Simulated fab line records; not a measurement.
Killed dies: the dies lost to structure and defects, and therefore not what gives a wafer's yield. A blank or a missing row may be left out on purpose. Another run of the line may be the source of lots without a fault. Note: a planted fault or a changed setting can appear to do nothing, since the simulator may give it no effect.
2 desks, one fault ; flow sky130 ; every desk sees just its own numbers, and what lay behind them comes last

## FROM THE METROLOGY DESK
Lot by lot, what the gauges showed, no matter which tool ran the lot: averages of those sampled wafers that carry a number. The brackets show how far a lot's mean lies from the usual mean; more than 4 standard deviations puts the lot out of limits, marked OUT.
Columns: A = PASSIVATION_CVD_02_THK at SKY_PASSIVATION_THK_MEAS_03, usual 538 nm; B = PAD_OPEN_BOW at SKY_PAD_OPEN_BOW_MEAS_13, usual 43 um
lot;first seen here;A;B
L804;day 44 03:01;526;41
L805;day 44 08:01;538;43
L806;day 44 11:15;539;40
L810;day 45 21:28;538;45
L809;day 45 21:42;538;27
L815;day 47 11:31;535;56
L816;day 47 14:16;533;36
L818;day 47 17:14;536;27
L819;day 47 21:19;542;51
L821;day 48 21:14;538;46
L823;day 49 01:47;536;39
This desk's verdict: no lot among the 11 shows anything out of limits.

## AT THE TOOL OWNER'S DESK: lithoTrack-02
The tool's own readings at SKY_PAD_OPEN_COAT_02 (resist thk 3000 nm): means of the sampled wafers that have a number, for each lot that ran on this tool. The brackets show how far a lot's mean lies from the usual mean; more than 4 standard deviations puts the lot out of limits, marked OUT.
Columns: A = spinSpeedRpm at SKY_PAD_OPEN_COAT_02, usual 1999.9 rpm
lot;first seen here;A
L804;day 45 11:39;1999.9
L805;day 45 16:42;2001.0
L806;day 45 18:36;2000.3
L810;day 47 01:56;2087.1 (+73) OUT
L809;day 47 02:56;2086.2 (+72) OUT
Finding of this desk: L809, L810 out of limits; the first was L810 at day 47 01:56, on spinSpeedRpm at SKY_PAD_OPEN_COAT_02. Within limits: L804, L805, L806.

## BROUGHT TOGETHER
At day 47 01:56, on L809, L810, the tool owner's desk was in a position to raise an alarm.
Metrology desk: nothing out of limits seen.
The metrology desk has L809, L810 on record, within its limits.
Every lot named ran SKY_PAD_OPEN_COAT_02 on lithoTrack-02.

## WHAT WAS PUT IN BY THE SIMULATOR
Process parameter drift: lithoTrack-02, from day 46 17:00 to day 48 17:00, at SKY_PAD_OPEN_COAT_02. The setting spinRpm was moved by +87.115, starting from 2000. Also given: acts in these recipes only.
Shown lots that were struck: L809, L810.
How many hours passed from the start of the fault until each desk's first out-of-limits reading: the tool owner's desk, 9.
